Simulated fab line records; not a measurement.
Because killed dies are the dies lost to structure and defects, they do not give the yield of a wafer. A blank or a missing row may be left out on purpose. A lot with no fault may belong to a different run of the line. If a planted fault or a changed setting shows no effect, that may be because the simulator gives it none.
The tool behind it: which one? :: flow gf180mcu :: 12 lots with 36 wafers sampled at 5 steps, on a route of 602 steps

## WHAT EACH GAUGE READ, for each wafer
GF_TOP_METAL_RS_MEAS_05: a four-point-probe measurement.
lot: L933
measured: day 27 22:27
on: filmMetro-02
TOP_METAL_ALCU_RS (ohm/sq): 0.0333 0.0333 0.0331

lot: L934
measured: day 28 11:23
on: filmMetro-01
TOP_METAL_ALCU_RS (ohm/sq): 0.0328 0.0330 0.0323

lot: L935
measured: day 28 17:52
on: filmMetro-01
TOP_METAL_ALCU_RS (ohm/sq): 0.0331 0.0329 0.0329

lot: L936
measured: day 29 00:08
on: filmMetro-04
TOP_METAL_ALCU_RS (ohm/sq): 0.0330 0.0327 0.0330

lot: L938
measured: day 29 11:35
on: filmMetro-01
TOP_METAL_ALCU_RS (ohm/sq): 0.0329 0.0331 0.0330

lot: L940
measured: day 30 04:44
on: filmMetro-04
TOP_METAL_ALCU_RS (ohm/sq): 0.0324 0.0323 0.0326

lot: L943
measured: day 31 06:15
on: filmMetro-02
TOP_METAL_ALCU_RS (ohm/sq): 0.0325 0.0326 0.0327

lot: L947
measured: day 32 02:58
on: filmMetro-04
TOP_METAL_ALCU_RS (ohm/sq): 0.0333 0.0327 0.0335

lot: L948
measured: day 32 04:22
on: filmMetro-01
TOP_METAL_ALCU_RS (ohm/sq): 0.0329 0.0324 0.0330

lot: L949
measured: day 32 11:29
on: filmMetro-02
TOP_METAL_ALCU_RS (ohm/sq): 0.0331 0.0336 0.0335

lot: L950
measured: day 32 16:59
on: filmMetro-01
TOP_METAL_ALCU_RS (ohm/sq): 0.0333 0.0331 0.0332

lot: L951
measured: day 33 02:22
on: filmMetro-01
TOP_METAL_ALCU_RS (ohm/sq): 0.0329 0.0327 0.0330

GF_PASSIVATION_THK_MEAS_01.
lot: L933
measured: day 28 18:50
on: filmMetro-04
PASSIVATION_CVD_00_THK (nm): 973 994 1004

lot: L934
measured: day 29 07:28
on: filmMetro-03
PASSIVATION_CVD_00_THK (nm): 993 981 1012

lot: L935
measured: day 29 13:45
on: filmMetro-01
PASSIVATION_CVD_00_THK (nm): 969 979 1010

lot: L936
measured: day 29 19:38
on: filmMetro-04
PASSIVATION_CVD_00_THK (nm): 988 995 993

lot: L938
measured: day 30 06:35
on: filmMetro-04
PASSIVATION_CVD_00_THK (nm): 999 991 1016

lot: L940
measured: day 31 00:04
on: filmMetro-01
PASSIVATION_CVD_00_THK (nm): 1008 995 1017

lot: L943
measured: day 31 23:56
on: filmMetro-04
PASSIVATION_CVD_00_THK (nm): 992 999 983

lot: L947
measured: day 32 19:52
on: filmMetro-03
PASSIVATION_CVD_00_THK (nm): 988 988 1005

lot: L948
measured: day 32 22:10
on: filmMetro-01
PASSIVATION_CVD_00_THK (nm): 979 1014 1013

lot: L949
measured: day 33 04:46
on: filmMetro-03
PASSIVATION_CVD_00_THK (nm): 1005 1011 1022

lot: L950
measured: day 33 09:58
on: filmMetro-01
PASSIVATION_CVD_00_THK (nm): 994 983 1001

lot: L951
measured: day 33 18:31
on: filmMetro-04
PASSIVATION_CVD_00_THK (nm): 993 1002 1006

GF_PASSIVATION_THK_MEAS_03.
lot: L933
measured: day 28 19:11
on: filmMetro-03
PASSIVATION_CVD_02_THK (nm): 687 709 694

lot: L934
measured: day 29 07:49
on: filmMetro-04
PASSIVATION_CVD_02_THK (nm): 689 690 696

lot: L935
measured: day 29 14:06
on: filmMetro-04
PASSIVATION_CVD_02_THK (nm): 706 725 713

lot: L936
measured: day 29 19:59
on: filmMetro-03
PASSIVATION_CVD_02_THK (nm): 699 711 705

lot: L938
measured: day 30 06:56
on: filmMetro-03
PASSIVATION_CVD_02_THK (nm): 687 698 691

lot: L940
measured: day 31 00:25
on: filmMetro-04
PASSIVATION_CVD_02_THK (nm): 690 692 706

lot: L943
measured: day 32 00:17
on: filmMetro-01
PASSIVATION_CVD_02_THK (nm): 691 409 411

lot: L947
measured: day 32 20:13
on: filmMetro-04
PASSIVATION_CVD_02_THK (nm): 696 682 702

lot: L948
measured: day 32 22:31
on: filmMetro-01
PASSIVATION_CVD_02_THK (nm): 701 702 698

lot: L949
measured: day 33 05:07
on: filmMetro-04
PASSIVATION_CVD_02_THK (nm): 686 689 698

lot: L950
measured: day 33 10:19
on: filmMetro-04
PASSIVATION_CVD_02_THK (nm): 697 700 700

lot: L951
measured: day 33 18:52
on: filmMetro-03
PASSIVATION_CVD_02_THK (nm): 688 702 710

## EACH LOT AND THE TOOL THAT RAN IT (in order: tool; ch and the chambers of the sampled wafers; start)
lot: L933
GF_TOP_METAL_METAL_ETCH_16: rieMetal-02 ch 0,1, day 28 18:02
GF_PASSIVATION_CVD_02: pecvd-01 ch 0,1,2, day 28 18:53

lot: L934
GF_TOP_METAL_METAL_ETCH_16: rieMetal-02 ch 0,1, day 29 06:38
GF_PASSIVATION_CVD_02: pecvd-02 ch 0,1, day 29 07:31

lot: L935
GF_TOP_METAL_METAL_ETCH_16: rieMetal-01 ch 1, day 29 12:46
GF_PASSIVATION_CVD_02: pecvd-03 ch 0,2, day 29 13:49

lot: L936
GF_TOP_METAL_METAL_ETCH_16: rieMetal-02 ch 0,1, day 29 18:50
GF_PASSIVATION_CVD_02: pecvd-03 ch 1,2, day 29 19:41

lot: L938
GF_TOP_METAL_METAL_ETCH_16: rieMetal-02 ch 0,1, day 30 05:44
GF_PASSIVATION_CVD_02: pecvd-02 ch 0,2, day 30 06:38

lot: L940
GF_TOP_METAL_METAL_ETCH_16: rieMetal-02 ch 0,1, day 30 23:16
GF_PASSIVATION_CVD_02: pecvd-02 ch 0,2, day 31 00:07

lot: L943
GF_TOP_METAL_METAL_ETCH_16: rieMetal-02 ch 0,1, day 31 23:07
GF_PASSIVATION_CVD_02: pecvd-02 ch 0,1,2, day 31 23:59

lot: L947
GF_TOP_METAL_METAL_ETCH_16: rieMetal-04 ch 0,1, day 32 19:03
GF_PASSIVATION_CVD_02: pecvd-03 ch 1,2, day 32 19:55

lot: L948
GF_TOP_METAL_METAL_ETCH_16: rieMetal-02 ch 0,1, day 32 21:22
GF_PASSIVATION_CVD_02: pecvd-03 ch 0,1,2, day 32 22:13

lot: L949
GF_TOP_METAL_METAL_ETCH_16: rieMetal-02 ch 1, day 33 03:53
GF_PASSIVATION_CVD_02: pecvd-01 ch 0,2, day 33 04:49

lot: L950
GF_TOP_METAL_METAL_ETCH_16: rieMetal-01 ch 0,1, day 33 09:09
GF_PASSIVATION_CVD_02: pecvd-03 ch 0,2, day 33 10:01

lot: L951
GF_TOP_METAL_METAL_ETCH_16: rieMetal-04 ch 0,1, day 33 17:41
GF_PASSIVATION_CVD_02: pecvd-03 ch 0,1, day 33 18:34
- GF_TOP_METAL_METAL_ETCH_16: etches the open film in Cl2/BCl3, stops on SiO2, target depth 1197 nm, time 199.5 s.
- GF_PASSIVATION_CVD_02: deposits Si3N4, target thk 700 nm, time 486.18 s.

## WHAT THE TOOLS THEMSELVES READ (means of the sampled wafers that have a number; where no wafer has one, the mark that the record gives instead)
GF_TOP_METAL_METAL_ETCH_16.
lot: L933
tool: rieMetal-02
drypumpMotorCurrentA (A): 6.31
heBacksideLeakSccm (sccm): 3.38
oesProductAu (a.u.): 0.986
throttleValvePct (%): 28.230

lot: L934
tool: rieMetal-02
drypumpMotorCurrentA (A): 6.31
heBacksideLeakSccm (sccm): 3.36
oesProductAu (a.u.): 0.996
throttleValvePct (%): 28.229

lot: L935
tool: rieMetal-01
drypumpMotorCurrentA (A): 6.24
heBacksideLeakSccm (sccm): 3.42
oesProductAu (a.u.): 0.987
throttleValvePct (%): 28.235

lot: L936
tool: rieMetal-02
drypumpMotorCurrentA (A): 6.36
heBacksideLeakSccm (sccm): 3.41
oesProductAu (a.u.): 0.994
throttleValvePct (%): 28.227

lot: L938
tool: rieMetal-02
drypumpMotorCurrentA (A): 6.38
heBacksideLeakSccm (sccm): 3.35
oesProductAu (a.u.): 0.992
throttleValvePct (%): 28.235

lot: L940
tool: rieMetal-02
drypumpMotorCurrentA (A): 6.27
heBacksideLeakSccm (sccm): 3.32
oesProductAu (a.u.): 0.989
throttleValvePct (%): 28.230

lot: L943
tool: rieMetal-02
drypumpMotorCurrentA (A): 6.32
heBacksideLeakSccm (sccm): 3.37
oesProductAu (a.u.): 0.991
throttleValvePct (%): 28.231

lot: L947
tool: rieMetal-04
drypumpMotorCurrentA (A): 5.86
heBacksideLeakSccm (sccm): 3.14
oesProductAu (a.u.): 0.996
throttleValvePct (%): 28.215

lot: L948
tool: rieMetal-02
drypumpMotorCurrentA (A): 6.32
heBacksideLeakSccm (sccm): 3.37
oesProductAu (a.u.): 0.992
throttleValvePct (%): 28.225

lot: L949
tool: rieMetal-02
drypumpMotorCurrentA (A): 6.45
heBacksideLeakSccm (sccm): 3.47
oesProductAu (a.u.): 0.992
throttleValvePct (%): 28.229

lot: L950
tool: rieMetal-01
drypumpMotorCurrentA (A): 5.89
heBacksideLeakSccm (sccm): 3.25
oesProductAu (a.u.): 0.999
throttleValvePct (%): 28.224

lot: L951
tool: rieMetal-04
drypumpMotorCurrentA (A): 5.86
heBacksideLeakSccm (sccm): 3.29
oesProductAu (a.u.): 0.997
throttleValvePct (%): 28.229

GF_PASSIVATION_CVD_02.
lot: L933
tool: pecvd-01
heaterPowerW (W): 628

lot: L934
tool: pecvd-02
heaterPowerW (W): 717

lot: L935
tool: pecvd-03
heaterPowerW (W): 640

lot: L936
tool: pecvd-03
heaterPowerW (W): 566

lot: L938
tool: pecvd-02
heaterPowerW (W): 723

lot: L940
tool: pecvd-02
heaterPowerW (W): 730

lot: L943
tool: pecvd-02
heaterPowerW (W): 704

lot: L947
tool: pecvd-03
heaterPowerW (W): 606

lot: L948
tool: pecvd-03
heaterPowerW (W): 594

lot: L949
tool: pecvd-01
heaterPowerW (W): 617

lot: L950
tool: pecvd-03
heaterPowerW (W): 643

lot: L951
tool: pecvd-03
heaterPowerW (W): 621

## THE ANSWER, worked out from the rows above alone
Rule: the lots themselves supply what counts as usual. The widest of any qualifying gaps counts: lots, ordered by their means at a reading, are off when they make up no more than a third of the lots, leave a main group of 4 or more, and stand apart from it by 3 or more times the standard deviation of that group's means. Not used: any main group whose means are identical at the precision the tables above print for the reading. Also off: a lot with no number at a reading for which 4 or more lots have one. The other lots that the step has rows for count as sound. Order of review: gauges by route order, followed by the tools' own readings, for which a lot's mean as printed above is used. The first step at which some lot is off is used, and at that step the reading that is off furthest; a lot without a number counts as furthest.
Off: L943, at GF_PASSIVATION_THK_MEAS_03 (PASSIVATION_CVD_02_THK). Main group: mean 698 nm, sd 6.7.
If a tool, at a process step before that reading, ran all the lots that are off and no sound lot after the first of them, it fits. The gauges at GF_PASSIVATION_THK_MEAS_03 are tried like those tools. One candidate fits, namely pecvd-02 at GF_PASSIVATION_CVD_02. Its last sound lot is L940 (day 31 00:07), its first lot that is off L943 (day 31 23:59): a fault that began between those two fits.

## WHAT THE SIMULATOR HAD PUT IN
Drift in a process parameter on pecvd-02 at GF_PASSIVATION_CVD_02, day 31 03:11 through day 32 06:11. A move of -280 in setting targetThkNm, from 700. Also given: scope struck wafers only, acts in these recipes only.
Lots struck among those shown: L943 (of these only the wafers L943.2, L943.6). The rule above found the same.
